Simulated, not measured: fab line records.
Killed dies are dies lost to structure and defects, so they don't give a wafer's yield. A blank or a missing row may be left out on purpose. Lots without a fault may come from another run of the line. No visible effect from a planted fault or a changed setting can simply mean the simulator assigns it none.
Which of the tools did it? | flow sky130 | 7 lots with 21 wafers sampled at 2 steps, on a route of 708 steps

WHAT THE GAUGES READ, wafer by wafer
SKY_SONOS_TUNNEL_CD_MEAS_07: the cd target is 410 nm.
lot  | measured     | on        | cd-nm (nm)
L764 | day 12 03:08 | cd-sem-02 | 407.0 407.8 407.9
L766 | day 12 19:59 | cd-sem-01 | 409.0 409.9 411.6
L768 | day 13 10:47 | cd-sem-01 | - - -
L777 | day 16 05:50 | cd-sem-02 | 407.7 405.2 408.3
L780 | day 17 08:28 | cd-sem-02 | 411.1 412.4 412.7
L782 | day 19 05:56 | cd-sem-01 | 407.4 406.3 409.6
L784 | day 19 08:31 | cd-sem-01 | 411.6 412.0 410.3

EACH LOT AND THE TOOL THAT RAN IT (in order: tool; ch and the chambers of the sampled wafers; start)
lot  | SKY_SONOS_TUNNEL_EXPOSE_04
L764 | iline-stepper-02 ch 0, day 11 16:13
L766 | iline-stepper-02 ch 0, day 12 07:56
L768 | iline-stepper-02, day 12 22:41
L777 | iline-stepper-02 ch 0, day 15 16:58
L780 | iline-stepper-02 ch 0, day 16 17:38
L782 | iline-stepper-02 ch 0, day 18 14:59
L784 | iline-stepper-02 ch 0, day 18 17:56
- SKY_SONOS_TUNNEL_EXPOSE_04: exposes mask TUNM, target cd 410 nm.

THE ANSWER, worked out from the rows above alone
Rule: the lots themselves supply what counts as usual. The widest of any qualifying gaps counts: lots, ordered by their means at a reading, are off when they make up no more than a third of the lots, leave a main group of 4 or more, and stand apart from it by 3 or more times the standard deviation of that group's means. A main group is skipped when, at the precision printed for the reading in the tables above, its means are all equal. Also off: a lot with no number at a reading for which 4 or more lots have one. Where the step has rows for the other lots, those lots are counted as sound.
Off, at SKY_SONOS_TUNNEL_CD_MEAS_07 on cd-nm: L768. Without a number there: L768. Main group: mean 409.3 nm, sd 1.9.
A tool fits if, at a process step before that reading, it ran every lot that is off, and no sound lot after the first of them. Those tools and the gauges at SKY_SONOS_TUNNEL_CD_MEAS_07 are tried in the same way. Not one of the candidates tried fits.

WHAT THE SIMULATOR HAD PUT IN
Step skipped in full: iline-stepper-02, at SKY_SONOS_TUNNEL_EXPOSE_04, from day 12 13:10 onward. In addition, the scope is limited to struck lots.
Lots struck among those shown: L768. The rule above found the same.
